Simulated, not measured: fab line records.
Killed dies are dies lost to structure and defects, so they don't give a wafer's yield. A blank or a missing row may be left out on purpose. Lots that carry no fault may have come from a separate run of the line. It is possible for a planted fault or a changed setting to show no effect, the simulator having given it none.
Code-filled problem report in 8D (eight disciplines) form -- flow sky130 -- the parts of the form that need people (team, actions taken, sign-off) are left out

== 1. THE ISSUE ==
At SKY_PAD_OPEN_PROBE_99, killedAtFrontEnd averages 110 over 6 wafers from 2 lots, while fault-free wafers read 14, standard deviation 4.2. That is +23 standard deviations from the usual mean.
Earliest sighting: wafer L455.2 on prober-01 at day 50 03:57. The record holds 15 wafers of 5 lots with a number at this step. The rule behind "out" and "out of limits": a value lying over 4 standard deviations away from the usual mean. All remaining wafers that have a number are taken as sound.

== 2. WHAT IT IS, WHAT IT ISN'T ==
question,is,is not
which readings at this step,"killedAtFrontEnd, killedDies","killed_at_M4_up, killedAtContacts, killedAtOther, killedOpen"
which lots,"L455, L456","L441, L443, L445"
which wafers of those lots,all that have a number,-
read on which tools,"prober-01, prober-02",-
when,from day 50 03:57,up to then (9 sound wafers)

== 3. THE SUSPECTS, EACH WITH WHAT RULES IT OUT ==
Counting: any tool at a process step up to the reading is kept as a suspect provided that every lot that is out went through it and no sound lot did after the first of them.
- furnace-02 at SKY_FIELD_ISO_OXIDATION_01 (stabilise 600 s, purge 300 s, target thk 12 nm): kept. It processed each lot that is out, first L455 at day 4 23:07, and no sound lot thereafter; up to then, the last sound lot it processed was L443 at day 2 11:07.
- pvdSputter-04 at SKY_METAL4_SPUTTER_00 (material Ti, target thk 15 nm, time 10 s): kept. It processed each lot that is out, first L455 at day 44 20:58, and no sound lot thereafter; up to then, the last sound lot it processed was L445 at day 42 01:02.
- pvdSputter-04 at SKY_METAL4_SPUTTER_04 (material TiN, target thk 70 nm, time 58.3 s): kept. It processed each lot that is out, first L455 at day 44 21:04, and no sound lot thereafter; up to then, the last sound lot it processed was L445 at day 42 01:08.
The count leaves furnace-02 at SKY_FIELD_ISO_OXIDATION_01, pvdSputter-04 at SKY_METAL4_SPUTTER_00, and pvdSputter-04 at SKY_METAL4_SPUTTER_04.

== 4. THE CAUSE (what the simulator had put in) ==
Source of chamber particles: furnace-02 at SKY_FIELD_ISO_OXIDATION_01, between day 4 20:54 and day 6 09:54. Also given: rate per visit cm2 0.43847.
This tool is one of the 3 suspects left after counting.

== 5. THE EFFECT CHAIN, in route order ==
Each row: a reading where the mean over the struck wafers with a number is more than 3 standard deviations away from the usual. Only readings whose record carries a usual standard deviation are examined. hours: median over the lots of the time between each lot's start at the first step of this table that gives one and its start at this step. sigmas: the change, counted in usual standard deviations.
hours,step,reading,usual,on struck wafers,change,sigmas
0,SKY_PAD_OPEN_PROBE_99,killedAtFrontEnd,14,110,+96,+23
0,SKY_PAD_OPEN_PROBE_99,killedDies,85,174,+88,+10
0,SKY_PAD_OPEN_PROBE_99,killedOnRim,16,32,+16,+4.9
Here are the process steps it includes:
- SKY_PAD_OPEN_PROBE_99

== 6. HOW IT WOULD HAVE BEEN CAUGHT EARLIER ==
In this record no reading fell out of limits until day 50 03:57, 1087 hours after the fault had begun at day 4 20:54.
The start of SKY_FIELD_ISO_OXIDATION_01 on furnace-02 came by day 50 03:57 for every one of the lots that are out (2). A hold on the tool at that time would have spared none of them.
